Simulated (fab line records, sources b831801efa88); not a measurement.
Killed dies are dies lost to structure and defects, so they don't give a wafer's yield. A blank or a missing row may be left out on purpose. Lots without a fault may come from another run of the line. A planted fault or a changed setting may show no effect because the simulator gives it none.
Chamber matching | flow sky130 | SKY_VIA3_ETCH_14 on rie_diel-02: 4 sister chambers
The step etches BARC in N2/H2, stops on SiO2, time 45.9 s, target depth 60 nm. 4 wafers are shown with their chamber, then 8 later ones without.

WAFERS WITH THEIR CHAMBER
wafer  | chamber | drypump_motor_current_A (A)
L085.1 | 1       | 4.9
L085.2 | 0       | 5.7
L085.3 | 2       | 5.8
L088.4 | 3       | 5.9

WAFERS WITHOUT THEIR CHAMBER
wafer  | drypump_motor_current_A (A)
L088.5 | 5.0
L088.6 | 5.7
L090.1 | 5.9
L090.4 | 5.6
L090.6 | 5.0
L091.2 | 5.9
L091.5 | 5.8
L091.6 | 5.6

WHICH CHAMBER EACH WENT THROUGH
wafer  | from the rows above          | in truth
L088.5 | 1                            | 1
L088.6 | can't be placed: 0 or 2      | 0
L090.1 | can't be placed: 3 or 2      | 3
L090.4 | can't be placed: 0 or 2      | 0
L090.6 | 1                            | 1
L091.2 | can't be placed: 3 or 2      | 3
L091.5 | can't be placed: 2 or 0 or 3 | 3
L091.6 | can't be placed: 0 or 2      | 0
Placed correctly: 2 of 8. Can't be placed from these rows: 6 (the true chamber is among the candidates in 6). Placed wrongly: 0.
How it was worked out, from the rows above alone: a wafer's distance from a chamber is the root of the sum, over the readings, of the square of ((its reading less the chamber's mean) divided by the reading's scatter). The wafer belongs to the nearest chamber; if the next one is less than 2 further off, it can't be placed. A chamber's mean is the mean of its shown wafers. The scatter: with one shown wafer a chamber, the root of the mean of the squares of how far each hidden wafer lies from its nearest shown one.
